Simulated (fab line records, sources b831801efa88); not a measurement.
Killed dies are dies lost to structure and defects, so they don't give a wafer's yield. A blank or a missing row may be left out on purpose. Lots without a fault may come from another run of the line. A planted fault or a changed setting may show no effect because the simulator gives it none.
Which tool did it? | flow sky130 | 13 lots, 39 wafers sampled, at 3 steps of a route of 708

WHAT THE GAUGES READ, wafer by wafer
SKY_CONTACT_THK_MEAS_01. Usual: CONTACT_CVD_00_THK 74.8 nm, standard deviation 0.84.
lot  | measured     | on            | CONTACT_CVD_00_THK (nm) | flag
L353 | day 30 15:16 | film_metro-01 | 74.0 73.5 75.3          |
L355 | day 31 12:17 | film_metro-04 | 73.9 74.4 76.0          |
L354 | day 31 14:16 | film_metro-04 | 75.1 74.7 75.1          |
L361 | day 33 07:27 | film_metro-04 | 74.2 74.6 76.1          |
L362 | day 33 08:29 | film_metro-02 | 74.4 74.0 74.3          |
L363 | day 33 20:54 | film_metro-02 | 74.1 75.7 75.2          |
L367 | day 34 23:10 | film_metro-04 | 75.2 74.7 75.2          |
L369 | day 35 11:56 | film_metro-01 | 75.9 76.4 76.6          |
L371 | day 36 08:16 | film_metro-01 | 75.4 75.3 74.4          |
L372 | day 36 15:40 | film_metro-02 | 74.3 73.8 74.2          |
L373 | day 36 16:19 | film_metro-02 | 74.6 73.5 75.2          |
L374 | day 37 02:04 | film_metro-02 | 73.5 75.1 75.5          |
L375 | day 37 04:22 | film_metro-04 | 75.8 75.9 75.5          |

SKY_CONTACT_BOW_MEAS_05. Usual: CONTACT_BOW 82 um, standard deviation 7.6.
lot  | measured     | on            | CONTACT_BOW (um) | flag
L353 | day 30 15:45 | film_metro-01 | 84 87 77         |
L355 | day 31 12:49 | film_metro-04 | 84 85 89         |
L354 | day 31 14:46 | film_metro-02 | 82 83 69         |
L361 | day 33 07:57 | film_metro-04 | 77 82 97         |
L362 | day 33 09:01 | film_metro-02 | 78 84 81         |
L363 | day 33 21:25 | film_metro-01 | 78 77 90         |
L367 | day 34 23:41 | film_metro-04 | 96 82 82         |
L369 | day 35 12:26 | film_metro-01 | 96 81 77         |
L371 | day 36 08:46 | film_metro-04 | 67 66 60         |
L372 | day 36 16:14 | film_metro-01 | 87 73 89         |
L373 | day 36 16:49 | film_metro-04 | 78 93 72         |
L374 | day 37 02:34 | film_metro-01 | 77 78 93         |
L375 | day 37 04:52 | film_metro-04 | 80 87 79         |

WHICH TOOL RAN EACH LOT (tool, then ch and the chambers of the sampled wafers, then the start)
lot  | SKY_LOCAL_INTERCONNECT_STRIP_15
L353 | plasma_asher-01 ch 0,1, day 30 14:33
L355 | plasma_asher-02 ch 0,1, day 31 11:38
L354 | plasma_asher-01 ch 0,1, day 31 13:37
L361 | plasma_asher-01 ch 0,1, day 33 06:47
L362 | plasma_asher-03 ch 0,1, day 33 07:52
L363 | plasma_asher-02 ch 0,1, day 33 20:17
L367 | plasma_asher-03 ch 0,1, day 34 22:34
L369 | plasma_asher-02 ch 0,1, day 35 11:19
L371 | plasma_asher-02 ch 0,1, day 36 07:12
L372 | plasma_asher-01 ch 0,1, day 36 14:41
L373 | plasma_asher-01 ch 0,1, day 36 15:38
L374 | plasma_asher-03 ch 0,1, day 37 01:25
L375 | plasma_asher-03 ch 0,1, day 37 03:41
- SKY_LOCAL_INTERCONNECT_STRIP_15: strips in O2/N2.

WHAT THE TOOLS THEMSELVES READ (means of the sampled wafers that have a number; where no wafer has one, the mark that the record gives instead)
SKY_LOCAL_INTERCONNECT_STRIP_15. Usual: drypump_motor_current_A 5.5 A, standard deviation 0.57; oes_product_au 0.427 a.u., standard deviation 0.0035; strip_time_to_endpoint_s 4.718 s, standard deviation 0.016.
lot  | tool            | drypump_motor_current_A (A) | oes_product_au (a.u.) | strip_time_to_endpoint_s (s) | flag
L353 | plasma_asher-01 | 5.1                         | 0.426                 | 4.733                        |
L355 | plasma_asher-02 | 6.0                         | 0.428                 | 4.719                        |
L354 | plasma_asher-01 | 5.0                         | 0.423                 | 4.693                        |
L361 | plasma_asher-01 | 5.0                         | 0.426                 | 4.698                        |
L362 | plasma_asher-03 | 5.9                         | 0.427                 | 4.705                        |
L363 | plasma_asher-02 | 6.0                         | 0.426                 | 4.723                        |
L367 | plasma_asher-03 | 5.6                         | 0.430                 | 4.715                        |
L369 | plasma_asher-02 | 6.2                         | 0.431                 | 4.731                        |
L371 | plasma_asher-02 | 6.0                         | 0.425                 | 4.735                        |
L372 | plasma_asher-01 | 5.0                         | 0.425                 | 4.725                        |
L373 | plasma_asher-01 | 5.0                         | 0.429                 | 4.721                        |
L374 | plasma_asher-03 | 5.9                         | 0.428                 | 4.720                        |
L375 | plasma_asher-03 | 5.9                         | 0.422                 | 4.701                        |

THE ANSWER, worked out from the rows above alone
Rule: a lot is off if the mean of its wafers that have a number lies more than 3 standard deviations from the usual mean. A lot without any number at a reading at which 4 lots or more have one is off too. The other lots that the step has rows for count as sound. The gauges are gone through in route order, then the tools' own readings, and for those a lot's mean is taken as printed above. The first step at which some lot is off is used, and at that step the reading that is off furthest; a lot without a number counts as furthest.
No lot is off at any reading shown: from this, nothing can be told.

WHAT THE SIMULATOR HAD PUT IN
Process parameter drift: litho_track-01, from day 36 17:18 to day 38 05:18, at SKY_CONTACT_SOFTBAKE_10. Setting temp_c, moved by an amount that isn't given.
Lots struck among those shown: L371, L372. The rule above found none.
